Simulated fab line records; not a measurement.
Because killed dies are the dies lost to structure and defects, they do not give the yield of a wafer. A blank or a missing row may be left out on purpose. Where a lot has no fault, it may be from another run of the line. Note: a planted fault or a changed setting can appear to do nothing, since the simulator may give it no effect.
Shared-tool check || flow sky130 || 11 lots and 33 wafers in the sample

== WHY IT WAS OPENED ==
SKY_CAP2M_RS_MEAS_03, reading CAP2M_TIN_RS: flagged on 3 of 11 lots. No-fault wafers: 6.91 ohm/sq, standard deviation 0.088.
Rule: a lot is flagged when every wafer of it that has a number lies more than 4 standard deviations from that mean, or none has a number. The rest of the lots are taken to be sound.

{"lot": "L292", "measured": "day 39 03:39", "on": "filmMetro-03", "CAP2M_TIN_RS (ohm/sq), wafer by wafer": "6.80 6.89 6.81", "flag": ""}
{"lot": "L293", "measured": "day 39 17:10", "on": "filmMetro-04", "CAP2M_TIN_RS (ohm/sq), wafer by wafer": "6.80 6.76 6.83", "flag": ""}
{"lot": "L294", "measured": "day 40 04:16", "on": "filmMetro-01", "CAP2M_TIN_RS (ohm/sq), wafer by wafer": "6.90 6.92 6.98", "flag": ""}
{"lot": "L295", "measured": "day 40 06:02", "on": "filmMetro-04", "CAP2M_TIN_RS (ohm/sq), wafer by wafer": "6.99 7.00 7.01", "flag": ""}
{"lot": "L298", "measured": "day 41 09:28", "on": "filmMetro-01", "CAP2M_TIN_RS (ohm/sq), wafer by wafer": "6.82 6.95 6.92", "flag": ""}
{"lot": "L299", "measured": "day 41 16:46", "on": "filmMetro-01", "CAP2M_TIN_RS (ohm/sq), wafer by wafer": "6.84 6.94 6.97", "flag": ""}
{"lot": "L300", "measured": "day 42 00:37", "on": "filmMetro-01", "CAP2M_TIN_RS (ohm/sq), wafer by wafer": "6.88 7.08 6.99", "flag": ""}
{"lot": "L302", "measured": "day 42 22:39", "on": "filmMetro-03", "CAP2M_TIN_RS (ohm/sq), wafer by wafer": "6.91 6.88 6.92", "flag": ""}
{"lot": "L309", "measured": "day 44 22:02", "on": "filmMetro-01", "CAP2M_TIN_RS (ohm/sq), wafer by wafer": "4.85 4.85 4.85", "flag": "FLAGGED"}
{"lot": "L311", "measured": "day 45 03:20", "on": "filmMetro-04", "CAP2M_TIN_RS (ohm/sq), wafer by wafer": "4.75 4.85 4.86", "flag": "FLAGGED"}
{"lot": "L313", "measured": "day 46 03:11", "on": "filmMetro-04", "CAP2M_TIN_RS (ohm/sq), wafer by wafer": "4.81 4.75 4.76", "flag": "FLAGGED"}
The numbers of the flagged lots are 4.81 ohm/sq on average: -2.10 ohm/sq against the usual, or -24 standard deviations.

== TOOL THAT RAN EACH LOT ==
2 process steps preceding the reading are held in the record, out of 708 steps in the route. Cell contents, in order: the tool; ch with the chambers the sampled wafers went through; the start.
{"lot": "L292", "flag": "", "SKY_VIA3_CVD_21": "cvdW-02 ch 0,1, day 39 02:42", "SKY_CAP2M_SPUTTER_02": "pvdSputter-04, day 39 03:32"}
{"lot": "L293", "flag": "", "SKY_VIA3_CVD_21": "cvdW-01 ch 0,1, day 39 16:05", "SKY_CAP2M_SPUTTER_02": "pvdSputter-04, day 39 17:01"}
{"lot": "L294", "flag": "", "SKY_VIA3_CVD_21": "cvdW-01 ch 1, day 40 03:11", "SKY_CAP2M_SPUTTER_02": "pvdSputter-02, day 40 04:09"}
{"lot": "L295", "flag": "", "SKY_VIA3_CVD_21": "cvdW-01 ch 1, day 40 04:59", "SKY_CAP2M_SPUTTER_02": "pvdSputter-01, day 40 05:54"}
{"lot": "L298", "flag": "", "SKY_VIA3_CVD_21": "cvdW-01 ch 0,1, day 41 08:30", "SKY_CAP2M_SPUTTER_02": "pvdSputter-01, day 41 09:20"}
{"lot": "L299", "flag": "", "SKY_VIA3_CVD_21": "cvdW-02 ch 0,1, day 41 15:47", "SKY_CAP2M_SPUTTER_02": "pvdSputter-02, day 41 16:36"}
{"lot": "L300", "flag": "", "SKY_VIA3_CVD_21": "cvdW-02 ch 0,1, day 41 23:39", "SKY_CAP2M_SPUTTER_02": "pvdSputter-04, day 42 00:30"}
{"lot": "L302", "flag": "", "SKY_VIA3_CVD_21": "cvdW-01 ch 0,1, day 42 21:40", "SKY_CAP2M_SPUTTER_02": "pvdSputter-02, day 42 22:31"}
{"lot": "L309", "flag": "FLAGGED", "SKY_VIA3_CVD_21": "cvdW-01 ch 1, day 44 20:57", "SKY_CAP2M_SPUTTER_02": "pvdSputter-01, day 44 21:55"}
{"lot": "L311", "flag": "FLAGGED", "SKY_VIA3_CVD_21": "cvdW-01 ch 0,1, day 45 01:56", "SKY_CAP2M_SPUTTER_02": "pvdSputter-01, day 45 03:11"}
{"lot": "L313", "flag": "FLAGGED", "SKY_VIA3_CVD_21": "cvdW-02 ch 1, day 46 01:48", "SKY_CAP2M_SPUTTER_02": "pvdSputter-01, day 46 03:03"}
What these steps do:
- SKY_VIA3_CVD_21: deposits W, target thk 390 nm, time 117.31 s.
- SKY_CAP2M_SPUTTER_02: material TiN, target thk 200 nm, time 166.7 s.
- SKY_CAP2M_RS_MEAS_03: measures by four-point-probe.

== FLAGGED AGAINST TOTAL, ONE TOOL AT A TIME (gauges that did the reading follow at the end) ==
{"step": "SKY_VIA3_CVD_21", "tool": "cvdW-01", "lots run": 7, "flagged": 2, "share of the flagged lots": "some", "sound lots run after its first flagged lot": 0}
{"step": "SKY_VIA3_CVD_21", "tool": "cvdW-02", "lots run": 4, "flagged": 1, "share of the flagged lots": "some", "sound lots run after its first flagged lot": 0}
{"step": "SKY_CAP2M_SPUTTER_02", "tool": "pvdSputter-01", "lots run": 5, "flagged": 3, "share of the flagged lots": "all", "sound lots run after its first flagged lot": 0}
{"step": "SKY_CAP2M_SPUTTER_02", "tool": "pvdSputter-02", "lots run": 3, "flagged": 0, "share of the flagged lots": "none", "sound lots run after its first flagged lot": "-"}
{"step": "SKY_CAP2M_SPUTTER_02", "tool": "pvdSputter-04", "lots run": 3, "flagged": 0, "share of the flagged lots": "none", "sound lots run after its first flagged lot": "-"}
{"step": "SKY_CAP2M_RS_MEAS_03", "tool": "filmMetro-01", "lots run": 5, "flagged": 1, "share of the flagged lots": "some", "sound lots run after its first flagged lot": 0}
{"step": "SKY_CAP2M_RS_MEAS_03", "tool": "filmMetro-03", "lots run": 2, "flagged": 0, "share of the flagged lots": "none", "sound lots run after its first flagged lot": "-"}
{"step": "SKY_CAP2M_RS_MEAS_03", "tool": "filmMetro-04", "lots run": 4, "flagged": 2, "share of the flagged lots": "some", "sound lots run after its first flagged lot": 0}

== WHAT IS ALLOWED BY THE TABLE ==
Rows of the table that ran each flagged lot: 1, that is pvdSputter-01 at SKY_CAP2M_SPUTTER_02.
- pvdSputter-01 at SKY_CAP2M_SPUTTER_02 ran 5 lots, 3 of them flagged. Its last sound lot is L298 (day 41 09:20), its first flagged lot L309 (day 44 21:55): a fault that began between those two fits.
Just one tool remains: pvdSputter-01 at SKY_CAP2M_SPUTTER_02.

== WHAT THE SIMULATOR HAD PUT IN ==
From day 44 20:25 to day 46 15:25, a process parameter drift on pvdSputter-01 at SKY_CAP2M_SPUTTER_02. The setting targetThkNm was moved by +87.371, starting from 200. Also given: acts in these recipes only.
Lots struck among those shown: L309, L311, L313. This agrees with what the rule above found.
